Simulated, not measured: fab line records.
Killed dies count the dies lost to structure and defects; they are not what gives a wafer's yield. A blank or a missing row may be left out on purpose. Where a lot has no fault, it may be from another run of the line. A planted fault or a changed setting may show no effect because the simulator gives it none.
fab line records | flow gf180mcu
record lots=5 wafers=27
route steps=602 shown STI@2 POLY_GATE@170 CONTACT@310 M2@366 M3@409 M4@457 MIM@508
startH: hours from the record's opening day to when the first of the lot's shown wafers began | waitH: time in hours since the lot's previous step | " the same as in the row above | L1.1+2: a single row standing in for several wafers | - either no value or no given start | * or withheld: withheld | < > ~ a bound
route shown NAME@n: NAME is a module with steps in the file, n the number in the route of the first one | usual: mean and standard deviation over wafers with no fault | same: alike in all rows | chamber/n: place in a boat | sites: per-site readings | _std_site: the values' standard deviation | _edge_site: mean of outer sites minus mean of inner sites | radiusMm: how far each site lies from the wafer's centre | mask NAME#n: copy n | behind: the most recent tool/chamber to have shaped the wafer | hold: cause of the lot's hold/its duration in hours/its outcome | device: the n, p or np transistor that did not switch | end of line: the tests these same wafers got at the end of their route | a step given without rows: its recipe and nothing more | killed: not the wafer's yield, but the dies lost to structure and defects at the first sort | map: shows each die of a wafer: x if killed, . if not, _ if none is there
set.NAME: the setting that was run; set.NAME@STEP: the one run at that earlier step | model.NAME: the simulator's own value behind a step, which no gauge read
lots whose settings were changed on purpose; a table a step, a row a wafer
## steps
# step GF_STI_OXIDATION_01
# recipe tempC=900 ambient=O2 stabiliseS=600 purgeS=300 targetThkA=100 oxTimeS=1418
# columns lot.wafer tool chamber startH waitH set.oxTimeS model.SiO2_of_STI_OXIDATION_01.thkNm
L075.1 - - - 0.5 2160 13.23
L075.2 " - " " 2160 13.24
L075.3 " - " " 2160 13.4
L075.4 " - " " 2160 13.19
L075.5 " - " " 2160 13.37
L075.6 " - " " 2160 13.33
L077.1 - - - 2.2 2095 13.08
L077.2 " - " " 2095 13.02
L077.3 " - " " 2095 13.05
L077.4 " - " " 2095 13
L077.5 " - " " 2095 13.09
L077.6 " - " " 2095 13.14
L078.1 furnace-02 0 30.12 0.1 1418 10.06
L078.4 " 0 " " 1418 9.882
L078.6 " 0 " " 1418 10.01
L080.1 - - - 0.7 1016 7.877
L080.2 " - " " 1016 7.884
L080.3 " - " " 1016 7.788
L080.4 " - " " 1016 8.174
L080.5 " - " " 1016 8.07
L080.6 " - " " 1016 8.042
L085.1 - - - 0.3 1818 11.96
L085.2 " - " " 1818 11.97
L085.3 " - " " 1818 12.05
L085.4 " - " " 1818 11.91
L085.5 " - " " 1818 11.93
L085.6 " - " " 1818 11.94
# step GF_STI_THK_MEAS_02
# recipe reads=SiO2_of_STI_OXIDATION_01
# usual STI_OXIDATION_THK=10.08/0.14
# columns lot.wafer tool chamber startH waitH set.oxTimeS@STI_OXIDATION_01 STI_OXIDATION_THK[nm]
L075.1 filmMetro-01 - - - 2160 13.25
L075.2 " - " " 2160 13.26
L075.3 " - " " 2160 13.43
L075.4 " - " " 2160 13.19
L075.5 " - " " 2160 13.36
L075.6 " - " " 2160 13.33
L077.1 filmMetro-04 - - - 2095 13.07
L077.2 " - " " 2095 13.03
L077.3 " - " " 2095 13.04
L077.4 " - " " 2095 13.03
L077.5 " - " " 2095 13.07
L077.6 " - " " 2095 13.12
L078.1 filmMetro-04 - 31.51 0.0 1418 10.09
L078.4 " - " " 1418 9.90
L078.6 " - " " 1418 10.00
L080.1 filmMetro-02 - - - 1016 7.85
L080.2 " - " " 1016 7.87
L080.3 " - " " 1016 7.78
L080.4 " - " " 1016 8.20
L080.5 " - " " 1016 8.05
L080.6 " - " " 1016 8.07
L085.1 filmMetro-01 - - - 1818 11.97
L085.2 " - " " 1818 11.97
L085.3 " - " " 1818 12.00
L085.4 " - " " 1818 11.89
L085.5 " - " " 1818 11.92
L085.6 " - " " 1818 11.94
# step GF_STI_ETCH_14
# recipe target=Si chemistry=HBr/Cl2/O2 targetDepthNm=360 icpW=600 biasW=150 pressureMtorr=15 HBr_flow_sccm=150 Cl2_flow_sccm=40 O2_flow_sccm=6 timeS=102.9
# columns lot.wafer tool chamber startH waitH set.timeS model.STI.featureDepthNm model.KrF_of_STI_COAT_07.thkNm
L075.1 rieSi-02 2 30.34 0.0 123.7 428.3 295.3
L075.2 " 3 " " 102.9 358.8 318.3
L075.3 " 0 " " 123.7 431.9 289.8
L075.4 " 1 " " 123.7 430.8 294.9
L075.5 " 0 " " 102.9 354.5 317.5
L075.6 " 3 " " 102.9 363.1 319.8
L077.1 rieSi-01 2 42.61 0.0 102.9 352.1 323.2
L077.2 " 1 " " 102.9 356.8 318.4
L077.3 " 3 " " 154.6 535.4 264.1
L077.4 " 0 " " 154.6 529.9 268.4
L077.5 " 0 " " 154.6 526.7 265.2
L077.6 " 3 " " 102.9 355 321
L078.1 rieSi-01 1 46.43 0.0 102.9 358.8 321.1
L078.4 " 3 " " 102.9 358.5 322.5
L078.6 " 1 " " 102.9 359.8 323.2
L080.1 rieSi-02 2 57.21 0.0 102.9 357.6 322.4
L080.2 " 1 " " 124.2 431.6 295.2
L080.3 " 3 " " 102.9 356.9 322.7
L080.4 " 0 " " 124.2 432.2 295.2
L080.5 " 0 " " 102.9 354.5 326.1
L080.6 " 3 " " 124.2 433.7 292.4
L085.1 rieSi-01 1 82.63 0.0 102.9 356 324.8
L085.2 " 2 " " 58.51 203 377.7
L085.3 " 3 " " 58.51 204 374.5
L085.4 " 0 " " 102.9 353.9 324.5
L085.5 " 3 " " 102.9 356.8 324.5
L085.6 " 0 " " 58.51 204 375
# step GF_STI_STRIP_15
# recipe chemistry=O2/N2 powerW=1400 pressureMtorr=1500 platenTempC=250 o2FlowSccm=3000 n2FlowSccm=300 overashFraction=0.5
# usual oesProductAu=0.384/0.0047 stripTimeToEndpointS=3.74/0.038
# columns lot.wafer tool chamber startH waitH set.timeS@STI_ETCH_14 oesProductAu stripTimeToEndpointS
L075.1 plasmaAsher-04 0 30.42 0.0 123.7 0.372 3.49
L075.2 " 1 " " 102.9 0.385 3.71
L075.3 " 0 " " 123.7 0.374 3.40
L075.4 " 1 " " 123.7 0.377 3.47
L075.5 " 1 " " 102.9 0.389 3.70
L075.6 " 0 " " 102.9 0.385 3.73
L077.1 plasmaAsher-04 0 42.68 0.0 102.9 0.383 3.77
L077.2 " 1 " " 102.9 0.389 3.70
L077.3 " 0 " " 154.6 0.364 3.14
L077.4 " 1 " " 154.6 0.360 3.17
L077.5 " 1 " " 154.6 0.361 3.16
L077.6 " 0 " " 102.9 0.385 3.75
L078.1 plasmaAsher-03 0 46.50 0.0 102.9 0.382 3.72
L078.4 " 0 " " 102.9 0.384 3.74
L078.6 " 1 " " 102.9 0.387 3.76
L080.1 plasmaAsher-04 0 57.28 0.0 102.9 0.392 3.76
L080.2 " 1 " " 124.2 0.370 3.47
L080.3 " 1 " " 102.9 0.385 3.78
L080.4 " 0 " " 124.2 0.367 3.46
L080.5 " 0 " " 102.9 0.384 3.80
L080.6 " 1 " " 124.2 0.378 3.43
L085.1 plasmaAsher-02 0 82.70 0.0 102.9 0.382 3.79
L085.2 " 1 " " 58.51 0.409 4.33
L085.3 " 0 " " 58.51 0.406 4.31
L085.4 " 1 " " 102.9 0.382 3.77
L085.5 " 0 " " 102.9 0.398 3.77
L085.6 " 1 " " 58.51 0.401 4.31
# step GF_POLY_GATE_ETCH_13
# recipe target=poly-Si targetDepthNm=198.5 stopOn=SiO2 overEtchFrac=0.403 chemistry=HBr/Cl2 icpW=400 biasW=100 pressureMtorr=10 HBr_flow_sccm=150 Cl2_flow_sccm=50 timeS=69.6
# usual oesProductAu=0.989/0.0069
# columns lot.wafer tool chamber startH waitH set.timeS oesProductAu model.POLY_GATE.featureDepthNm model.SiO2_of_DUAL_GATE_OXIDATION_02.thkNm
L075.1 rieSi-01 1 202.70 - 69.6 0.993 196.5 14.41
L075.2 " 3 " " 69.6 0.994 197.2 14.44
L075.3 " 2 " " 110.2 0.927 203.9 12.67
L075.4 " 0 " " 69.6 0.995 196 14.45
L075.5 " 2 " " 110.2 0.930 205.7 12.87
L075.6 " 1 " " 110.2 0.937 205.6 12.72
L077.1 rieSi-02 2 218.15 - 69.6 0.981 194.6 14.71
L077.2 " 3 " " 69.6 0.989 197.1 14.72
L077.3 " 0 " " 69.6 0.989 196.6 14.64
L077.4 " 1 " " 69.6 0.992 197.5 14.79
L077.5 " 3 " " 69.6 0.990 196.5 14.73
L077.6 " 2 " " 69.6 0.993 196.6 14.58
L078.1 rieSi-02 1 223.96 - 69.6 0.991 196.9 14.46
L078.4 " 0 " " 69.6 1.000 200.1 14.63
L078.6 " 1 " " 69.6 0.997 199.4 14.52
L080.1 rieSi-01 3 238.25 - 69.6 0.995 196.8 14.49
L080.2 " 0 " " 98.81 0.952 204.2 13.29
L080.3 " 1 " " 98.81 0.946 203.6 13.48
L080.4 " 2 " " 69.6 0.986 195.5 14.55
L080.5 " 1 " " 69.6 0.998 196.1 14.48
L080.6 " 0 " " 98.81 0.954 203.8 13.42
L085.1 rieSi-02 1 282.18 - 105.3 0.933 203.1 12.88
L085.2 " 3 " " 105.3 0.935 205 12.86
L085.3 " 0 " " 69.6 0.973 196.3 14.5
L085.4 " 2 " " 105.3 0.941 203.8 13
L085.5 " 0 " " 69.6 0.986 197.4 14.47
L085.6 " 3 " " 69.6 1.001 198.6 14.31
# step GF_CONTACT_SPUTTER_23
# recipe material=TiN targetThkNm=10 chamberPressurePa=5 powerW=4000 timeS=40
# columns lot.wafer tool chamber startH waitH set.timeS model.TiN_of_CONTACT_SPUTTER_23.thkNm
L075.1 pvdSputter-01 - 371.41 0.0 49.23 12.6
L075.2 " - " " 49.23 12.43
L075.3 " - " " 49.23 12.57
L075.4 " - " " 40 10.23
L075.5 " - " " 40 10.2
L075.6 " - " " 40 10.24
L077.1 pvdSputter-02 - 388.55 0.0 40 9.987
L077.2 " - " " 49.43 12.27
L077.3 " - " " 40 9.848
L077.4 " - " " 49.43 12.21
L077.5 " - " " 49.43 12.25
L077.6 " - " " 40 9.895
L078.1 pvdSputter-03 - 396.19 0.0 40 9.821
L078.4 " - " " 40 9.86
L078.6 " - " " 40 9.818
L080.1 pvdSputter-02 - 418.20 0.0 33.25 8.135
L080.2 " - " " 33.25 8.137
L080.3 " - " " 40 9.814
L080.4 " - " " 40 9.979
L080.5 " - " " 40 9.934
L080.6 " - " " 33.25 8.114
L085.1 pvdSputter-02 - 470.76 0.0 55.14 13.67
L085.2 " - " " 40 9.809
L085.3 " - " " 55.14 13.76
L085.4 " - " " 40 9.822
L085.5 " - " " 55.14 13.69
L085.6 " - " " 40 9.877
# step GF_M2_SPUTTER_04
# recipe material=TiN targetThkNm=50 powerW=6500 timeS=41.7 chamberPressurePa=0.4
# columns lot.wafer tool chamber startH waitH set.timeS model.TiN_of_M2_SPUTTER_04.thkNm
L075.1 pvdSputter-03 - 421.07 0.0 66.63 80.1
L075.2 " - " " 41.7 50.26
L075.3 " - " " 41.7 50.49
L075.4 " - " " 66.63 79.99
L075.5 " - " " 41.7 49.88
L075.6 " - " " 66.63 80.22
L077.1 pvdSputter-04 - 440.28 0.0 41.7 50.79
L077.2 " - " " 41.7 50.36
L077.3 " - " " 41.7 50.46
L077.4 " - " " 41.7 50.04
L077.5 " - " " 41.7 50.63
L077.6 " - " " 41.7 50.56
L078.1 pvdSputter-01 - 448.26 0.0 41.7 50.5
L078.4 " - " " 41.7 50.17
L078.6 " - " " 41.7 49.96
L080.1 pvdSputter-01 - 470.66 0.0 41.7 50.54
L080.2 " - " " 41.7 50
L080.3 " - " " 17.91 22.07
L080.4 " - " " 41.7 50.27
L080.5 " - " " 17.91 21.98
L080.6 " - " " 17.91 21.73
L085.1 pvdSputter-03 - 522.16 0.0 41.7 50.45
L085.2 " - " " 41.7 50.66
L085.3 " - " " 41.7 50.26
L085.4 " - " " 57.11 68.22
L085.5 " - " " 57.11 68.88
L085.6 " - " " 57.11 68.9
# step GF_M2_THK_MEAS_06
# recipe thkMeasGauge=xrf reads=AlCu_of_M2_SPUTTER_02
# usual M2_ALCU_THK=444/5
# columns lot.wafer tool chamber startH waitH set.timeS@M2_SPUTTER_04 M2_ALCU_THK[nm]
L075.1 filmMetro-03 - 421.23 0.1 66.63 419
L075.2 " - " " 41.7 450
L075.3 " - " " 41.7 447
L075.4 " - " " 66.63 419
L075.5 " - " " 41.7 441
L075.6 " - " " 66.63 420
L077.1 filmMetro-04 - 440.44 0.1 41.7 454
L077.2 " - " " 41.7 450
L077.3 " - " " 41.7 451
L077.4 " - " " 41.7 452
L077.5 " - " " 41.7 450
L077.6 " - " " 41.7 453
L078.1 filmMetro-04 - 448.42 0.1 41.7 450
L078.4 " - " " 41.7 449
L078.6 " - " " 41.7 448
L080.1 filmMetro-03 - 470.82 0.1 41.7 435
L080.2 " - " " 41.7 439
L080.3 " - " " 17.91 469
L080.4 " - " " 41.7 436
L080.5 " - " " 17.91 468
L080.6 " - " " 17.91 467
L085.1 filmMetro-01 - 522.32 0.1 41.7 442
L085.2 " - " " 41.7 448
L085.3 " - " " 41.7 446
L085.4 " - " " 57.11 422
L085.5 " - " " 57.11 429
L085.6 " - " " 57.11 425
# step GF_M3_SPUTTER_00
# recipe material=Ti targetThkNm=37.5 arrivingIonEnergyEv=80 substrateTempC=200 chamberPressurePa=2 powerW=4000 timeS=150
# columns lot.wafer tool chamber startH waitH set.timeS model.Ti_of_M3_SPUTTER_00.thkNm
L075.1 pvdSputter-02 - 472.91 0.1 234.3 58.71
L075.2 " - " " 150 37.5
L075.3 " - " " 234.3 58.75
L075.4 " - " " 150 37.84
L075.5 " - " " 150 37.87
L075.6 " - " " 234.3 58.57
L077.1 pvdSputter-02 - 491.70 0.1 150 37.19
L077.2 " - " " 191.4 47.26
L077.3 " - " " 191.4 47.7
L077.4 " - " " 150 37.37
L077.5 " - " " 150 37.27
L077.6 " - " " 191.4 47.72
L078.1 pvdSputter-01 - 499.31 0.2 150 37.63
L078.4 " - " " 150 37.9
L078.6 " - " " 150 37.49
L080.1+4 pvdSputter-04 - 520.52 0.2 150 37.4
L080.2 " - " " 150 37.3
L080.3 " - " " 150 37.41
L080.5 " - " " 150 37.31
L080.6 " - " " 150 37.59
L085.1 pvdSputter-04 - 569.66 0.1 94.58 23.4
L085.2 " - " " 150 37.25
L085.3 " - " " 94.58 23.35
L085.4 " - " " 94.58 23.18
L085.5 " - " " 150 37.01
L085.6 " - " " 150 37.08
# step GF_M4_SPUTTER_01
# recipe material=TiN targetThkNm=30 powerW=6500 timeS=25 chamberPressurePa=0.4
# columns lot.wafer tool chamber startH waitH set.timeS model.TiN_of_M4_SPUTTER_01.thkNm
L075.1 pvdSputter-04 - 523.84 0.1 10.57 12.54
L075.2 " - " " 10.57 12.44
L075.3 " - " " 25 30
L075.4 " - " " 25 29.81
L075.5 " - " " 25 29.77
L075.6 " - " " 10.57 12.56
L077.1 pvdSputter-01 - 541.14 0.1 25 29.5
L077.2 " - " " 25 29.47
L077.3 " - " " 25 29.71
L077.4 " - " " 25 29.95
L077.5 " - " " 25 29.77
L077.6 " - " " 25 29.53
L078.1 pvdSputter-04 - 546.80 0.1 25 29.67
L078.4 " - " " 25 29.56
L078.6 " - " " 25 29.6
L080.1 pvdSputter-01 - 568.89 0.1 37.55 45.49
L080.2 " - " " 37.55 45.16
L080.3 " - " " 37.55 44.95
L080.4 " - " " 25 30.17
L080.5 " - " " 25 30.2
L080.6 " - " " 25 30.12
L085.1+3 pvdSputter-04 - 615.31 0.1 25 30.1
L085.2 " - " " 25 30.27
L085.4 " - " " 25 30.21
L085.5 " - " " 25 30.09
L085.6 " - " " 25 30.07
# step GF_MIM_CVD_05
# recipe material=Si3N4 targetThkNm=42 tempMaxC=400 tempC=385 timeS=29.086 rfW=450
# columns lot.wafer tool chamber startH waitH set.timeS model.Si3N4_of_MIM_CVD_05.thkNm
L075.1 pecvd-03 0 572.49 0.0 29.086 41.46
L075.2 " 2 " " 29.086 41.92
L075.3 " 1 " " 37.79 53.86
L075.4 " 1 " " 37.79 55.09
L075.5 " 0 " " 29.086 42.09
L075.6 " 2 " " 37.79 54.94
L077.1 pecvd-03 0 587.59 0.0 29.086 41.66
L077.2 " 1 " " 29.086 41.02
L077.3 " 2 " " 29.086 41.5
L077.4 " 1 " " 29.086 41.89
L077.5 " 0 " " 29.086 41.93
L077.6 " 2 " " 29.086 42.6
L078.1 pecvd-03 0 594.09 0.0 29.086 41.47
L078.4 " 2 " " 29.086 42.37
L078.6 " 1 " " 29.086 42.18
L080.1 pecvd-03 0 615.12 0.0 29.086 41.27
L080.2 " 1 " " 22.59 31.64
L080.3 " 2 " " 22.59 32.11
L080.4 " 0 " " 29.086 42.12
L080.5 " 1 " " 22.59 32.67
L080.6 " 2 " " 29.086 41.98
L085.1 pecvd-02 1 658.84 0.0 29.086 40.56
L085.2 " 0 " " 29.086 41.18
L085.3 " 0 " " 29.086 41.73
L085.4 " 1 " " 29.086 41.4
L085.5 " 1 " " 29.086 41.49
L085.6 " 0 " " 29.086 41.74
# step GF_MIM_THK_MEAS_06
# recipe reads=Si3N4_of_MIM_CVD_05
# usual MIM_CVD_05_THK=41.9/0.52
# columns lot.wafer tool chamber startH waitH set.timeS@MIM_CVD_05 MIM_CVD_05_THK[nm]
L075.1 filmMetro-03 - 572.52 0.0 29.086 41.5
L075.2 " - " " 29.086 41.9
L075.3 " - " " 37.79 53.9
L075.4 " - " " 37.79 55.1
L075.5 " - " " 29.086 42.1
L075.6 " - " " 37.79 55.0
L077.1 filmMetro-03 - 587.62 0.0 29.086 41.6
L077.2 " - " " 29.086 41.0
L077.3 " - " " 29.086 41.5
L077.4 " - " " 29.086 41.9
L077.5 " - " " 29.086 42.0
L077.6 " - " " 29.086 42.6
L078.1 filmMetro-03 - 594.12 0.0 29.086 41.5
L078.4 " - " " 29.086 42.4
L078.6 " - " " 29.086 42.2
L080.1 filmMetro-03 - 615.15 0.0 29.086 41.2
L080.2 " - " " 22.59 31.7
L080.3 " - " " 22.59 32.1
L080.4 " - " " 29.086 42.2
L080.5 " - " " 22.59 32.7
L080.6 " - " " 29.086 41.9
L085.1 filmMetro-03 - 658.89 0.0 29.086 40.6
L085.2 " - " " 29.086 41.2
L085.3 " - " " 29.086 41.7
L085.4 " - " " 29.086 41.4
L085.5 " - " " 29.086 41.5
L085.6 " - " " 29.086 41.8
## key
split step=GF_STI_OXIDATION_01 setting=oxTimeS stated=1418 by=lot
response step=GF_STI_OXIDATION_01 reading=model.SiO2_of_STI_OXIDATION_01.thkNm change=+0.0664 per=1% r=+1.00
response step=GF_STI_THK_MEAS_02 reading=STI_OXIDATION_THK change=+0.0664 per=1% r=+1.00
split step=GF_STI_ETCH_14 setting=timeS stated=102.9 by=wafer
response step=GF_STI_ETCH_14 reading=model.STI.featureDepthNm change=+3.53 per=1% r=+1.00
response step=GF_STI_ETCH_14 reading=model.KrF_of_STI_COAT_07.thkNm change=-1.17 per=1% r=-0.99
response step=GF_STI_STRIP_15 reading=oesProductAu change=-0.000488 per=1% r=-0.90
response step=GF_STI_STRIP_15 reading=stripTimeToEndpointS change=* per=1% r=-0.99
split step=GF_POLY_GATE_ETCH_13 setting=timeS stated=69.6 by=wafer
response step=GF_POLY_GATE_ETCH_13 reading=oesProductAu change=-0.00103 per=1% r=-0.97
response step=GF_POLY_GATE_ETCH_13 reading=model.POLY_GATE.featureDepthNm change=+0.148 per=1% r=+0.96
response step=GF_POLY_GATE_ETCH_13 reading=model.SiO2_of_DUAL_GATE_OXIDATION_02.thkNm change=-0.0285 per=1% r=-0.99
split step=GF_CONTACT_SPUTTER_23 setting=timeS stated=40 by=wafer
response step=GF_CONTACT_SPUTTER_23 reading=model.TiN_of_CONTACT_SPUTTER_23.thkNm change=+0.101 per=1% r=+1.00
split step=GF_M2_SPUTTER_04 setting=timeS stated=41.7 by=wafer
response step=GF_M2_SPUTTER_04 reading=model.TiN_of_M2_SPUTTER_04.thkNm change=+0.498 per=1% r=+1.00
response step=GF_M2_THK_MEAS_06 reading=M2_ALCU_THK change=-0.505 per=1% r=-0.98
split step=GF_M3_SPUTTER_00 setting=timeS stated=150 by=wafer
response step=GF_M3_SPUTTER_00 reading=model.Ti_of_M3_SPUTTER_00.thkNm change=+0.373 per=1% r=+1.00
split step=GF_M4_SPUTTER_01 setting=timeS stated=25 by=wafer
response step=GF_M4_SPUTTER_01 reading=model.TiN_of_M4_SPUTTER_01.thkNm change=+0.3 per=1% r=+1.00
split step=GF_MIM_CVD_05 setting=timeS stated=29.086 by=wafer
response step=GF_MIM_CVD_05 reading=model.Si3N4_of_MIM_CVD_05.thkNm change=+0.429 per=1% r=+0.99
response step=GF_MIM_THK_MEAS_06 reading=MIM_CVD_05_THK change=+0.43 per=1% r=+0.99
